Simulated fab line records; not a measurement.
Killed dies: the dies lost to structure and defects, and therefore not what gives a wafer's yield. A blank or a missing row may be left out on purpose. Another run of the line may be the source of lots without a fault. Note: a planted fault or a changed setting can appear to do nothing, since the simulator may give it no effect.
The tool behind it: which one?	flow gf180mcu	Sampling: 11 lots, 33 wafers, 4 of 602 route steps

== WHAT THE GAUGES READ, wafer by wafer ==
GF_PSD_RS_MEAS_15: uses a four-point probe to measure.
lot	measured	on	PSD_RS (ohm/sq)
L804	day 14 09:11	film metro-04	108.39 108.21 108.32
L807	day 15 17:26	film metro-03	108.73 108.41 108.87
L808	day 16 04:28	film metro-03	109.19 108.99 108.97
L809	day 16 11:54	film metro-01	108.79 108.49 108.78
L811	day 17 02:31	film metro-03	108.86 108.32 108.45
L814	day 18 02:04	film metro-04	108.41 108.40 108.70
L816	day 18 21:26	film metro-03	108.14 108.35 107.66
L817	day 19 03:33	film metro-03	108.48 108.42 108.89
L820	day 20 06:28	film metro-01	110.50 110.55 110.60
L822	day 20 22:08	film metro-04	109.60 110.00 110.12
L824	day 21 18:24	film metro-01	108.48 109.08 108.42

== EACH LOT AND THE TOOL THAT RAN IT (in order: tool; ch and the chambers of the sampled wafers; start) ==
lot	GF_HV_LDD_STRIP_22	GF_PSD_IMPLANT_09	GF_PSD_STRIP_10
L804	plasma asher-01 ch 0,1, day 10 21:45	implanter-04 ch 0, day 14 08:37	plasma asher-03 ch 1, day 14 08:46
L807	plasma asher-01 ch 0,1, day 12 03:40	implanter-04 ch 0, day 15 16:53	plasma asher-04 ch 0,1, day 15 17:00
L808	plasma asher-03 ch 0,1, day 12 11:31	implanter-01 ch 0, day 16 03:54	plasma asher-03 ch 0,1, day 16 04:02
L809	plasma asher-04 ch 0,1, day 12 17:58	implanter-02 ch 0, day 16 11:21	plasma asher-04 ch 0,1, day 16 11:28
L811	plasma asher-03 ch 0,1, day 13 07:07	implanter-01 ch 0, day 17 01:58	plasma asher-02 ch 0,1, day 17 02:05
L814	plasma asher-01 ch 0,1, day 14 05:42	implanter-02 ch 0, day 18 01:30	plasma asher-03 ch 0,1, day 18 01:39
L816	plasma asher-01 ch 0,1, day 14 21:41	implanter-02 ch 0, day 18 20:53	plasma asher-04 ch 0,1, day 18 21:01
L817	plasma asher-04 ch 0,1, day 15 02:45	implanter-04 ch 0, day 19 02:55	plasma asher-04 ch 1, day 19 03:04
L820	plasma asher-01 ch 0,1, day 16 02:58	implanter-04 ch 0, day 20 05:54	plasma asher-04 ch 0,1, day 20 06:03
L822	plasma asher-04 ch 0,1, day 16 19:09	implanter-04 ch 0, day 20 21:34	plasma asher-02 ch 0,1, day 20 21:43
L824	plasma asher-03 ch 0,1, day 17 12:48	implanter-01 ch 0, day 21 17:50	plasma asher-04 ch 0,1, day 21 17:59
- GF_HV_LDD_STRIP_22: strips in O2/N2.
- GF_PSD_IMPLANT_09
- GF_PSD_STRIP_10: strips in O2/N2.

== THE ANSWER, worked out from the rows above alone ==
Rule: what is usual is taken from the lots themselves. Put in order of their means at a reading, lots are off if they are a third of the lots or fewer, leave a main group of 4 or more, and stand apart from it by a gap of 3 or more times the standard deviation of the main group's means; of several such gaps the widest counts. The tables above print the reading to a certain number of digits; a main group whose means all agree to those digits is not used. A lot without any number at a reading at which 4 lots or more have one is off too. Any other lot the step has rows for is counted as sound.
Off: L820, L822, seen at GF_PSD_RS_MEAS_15 (PSD_RS). Mean 108.56 ohm/sq and standard deviation 0.26 in the main group.
If a tool, at a process step before that reading, ran all the lots that are off and no sound lot after the first of them, it fits. The gauges at GF_PSD_RS_MEAS_15 are tried like those tools. One fits: GF_PSD_IMPLANT_09 on implanter-04. Its last sound lot is L817 (day 19 02:55), its first lot that is off L820 (day 20 05:54): a fault that began between those two fits.

== WHAT WAS PUT IN BY THE SIMULATOR ==
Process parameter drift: implanter-04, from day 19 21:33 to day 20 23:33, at GF_PSD_IMPLANT_09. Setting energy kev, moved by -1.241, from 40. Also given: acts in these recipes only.
Lots struck among those shown: L820, L822. The rule above found the same.
